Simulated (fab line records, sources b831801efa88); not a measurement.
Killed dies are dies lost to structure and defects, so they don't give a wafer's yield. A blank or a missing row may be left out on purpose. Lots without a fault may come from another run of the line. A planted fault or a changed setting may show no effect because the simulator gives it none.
Which tool did it? | flow gf180mcu | 6 lots, 18 wafers sampled, at 2 steps of a route of 602

WHAT THE GAUGES READ, wafer by wafer
GF_SALICIDE_RS_MEAS_04: measures by four-point-probe.
lot  | measured     | on            | SALICIDE_TIN_RS (ohm/sq)
L553 | day 15 17:52 | film_metro-02 | 16.19 15.78 16.11
L560 | day 18 16:20 | film_metro-03 | 16.63 30.55 16.52
L564 | day 19 23:48 | film_metro-04 | 15.92 16.08 15.95
L566 | day 20 16:26 | film_metro-03 | 16.49 16.07 16.55
L570 | day 21 19:54 | film_metro-02 | 15.70 15.98 15.75
L573 | day 22 21:20 | film_metro-03 | 16.09 16.47 16.49

WHICH TOOL RAN EACH LOT (tool, then ch and the chambers of the sampled wafers, then the start)
lot  | GF_SALICIDE_SPUTTER_02
L553 | pvd_sputter-02, day 15 17:46
L560 | pvd_sputter-03, day 18 16:15
L564 | pvd_sputter-04, day 19 23:45
L566 | pvd_sputter-02, day 20 16:22
L570 | pvd_sputter-04, day 21 19:50
L573 | pvd_sputter-04, day 22 21:14
- GF_SALICIDE_SPUTTER_02: material Co, target thk 10 nm, time 20 s.

THE ANSWER, worked out from the rows above alone
Rule: what is usual is taken from the lots themselves. Put in order of their means at a reading, lots are off if they are a third of the lots or fewer, leave a main group of 4 or more, and stand apart from it by a gap of 3 or more times the standard deviation of the main group's means; of several such gaps the widest counts. A main group whose means are all the same, to the digits that the tables above print for the reading, isn't used. A lot without any number at a reading at which 4 lots or more have one is off too. The other lots that the step has rows for count as sound.
Off: L560, at GF_SALICIDE_RS_MEAS_04 (SALICIDE_TIN_RS). The main group: mean 16.11 ohm/sq, standard deviation 0.22.
A tool fits if, at a process step before that reading, it ran every lot that is off, and no sound lot after the first of them. The gauges at GF_SALICIDE_RS_MEAS_04 are tried like those tools. One fits: pvd_sputter-03 at GF_SALICIDE_SPUTTER_02. It ran no sound lot before its first lot that is off in this sample, so the start can't be narrowed down.

WHAT THE SIMULATOR HAD PUT IN
Process parameter drift: pvd_sputter-03, from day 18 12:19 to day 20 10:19, at GF_SALICIDE_SPUTTER_02. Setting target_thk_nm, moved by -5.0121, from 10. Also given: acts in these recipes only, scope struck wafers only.
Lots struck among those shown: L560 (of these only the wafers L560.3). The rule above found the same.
